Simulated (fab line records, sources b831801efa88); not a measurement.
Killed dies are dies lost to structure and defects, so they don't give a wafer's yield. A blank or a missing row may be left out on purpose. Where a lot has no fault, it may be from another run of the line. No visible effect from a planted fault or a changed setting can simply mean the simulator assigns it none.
Matching of chambers | flow sky130 | rie_diel-04 running SKY_VIA3_ETCH_15: 4 sister chambers
The step etches SiO2 in C4F8/O2/Ar, stops on TiN, target depth 507 nm, time 78 s. 8 wafers are shown with their chamber, then 10 later ones without.

== WAFERS WITH THEIR CHAMBER ==
wafer  | chamber | oes_product_au (a.u.)
L080.1 | 0       | 0.931
L080.5 | 3       | 0.930
L079.3 | 3       | 0.931
L079.4 | 0       | 0.947
L082.2 | 2       | 0.939
L082.6 | 1       | 0.939
L083.3 | 2       | 0.933
L083.4 | 1       | 0.942

== WAFERS WITHOUT THEIR CHAMBER ==
wafer  | oes_product_au (a.u.)
L083.5 | 0.946
L085.2 | 0.934
L085.3 | 0.946
L085.4 | 0.931
L087.1 | 0.931
L087.4 | 0.935
L087.6 | 0.934
L097.2 | 0.932
L097.3 | 0.931
L097.6 | 0.945

== CHAMBER TAKEN BY EACH ==
wafer  | from the rows above               | in truth
L083.5 | can't be placed: 1 or 0 or 2 or 3 | 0
L085.2 | can't be placed: 2 or 3 or 0 or 1 | 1
L085.3 | can't be placed: 1 or 0 or 2 or 3 | 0
L085.4 | can't be placed: 3 or 2 or 0 or 1 | 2
L087.1 | can't be placed: 3 or 2 or 0 or 1 | 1
L087.4 | can't be placed: 2 or 0 or 3 or 1 | 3
L087.6 | can't be placed: 2 or 3 or 0 or 1 | 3
L097.2 | can't be placed: 3 or 2 or 0 or 1 | 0
L097.3 | can't be placed: 3 or 2 or 0 or 1 | 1
L097.6 | can't be placed: 1 or 0 or 2 or 3 | 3
0 of 10 placed correctly. Not placeable from these rows: 10 (in 10, the candidates include the true chamber). Number placed wrongly: 0.
How it was worked out, from the rows above alone: a wafer's distance from a chamber is the root of the sum, over the readings, of the square of ((its reading less the chamber's mean) divided by the reading's scatter). If the next closest chamber is less than 2 further off than the closest, the wafer can't be placed; otherwise it belongs to the closest. For every chamber, the mean is computed from those of its wafers that are shown. The scatter is the square root of a quotient: the sum, over the shown wafers, of each reading's squared deviation from its chamber's mean, divided by wafers minus chambers.
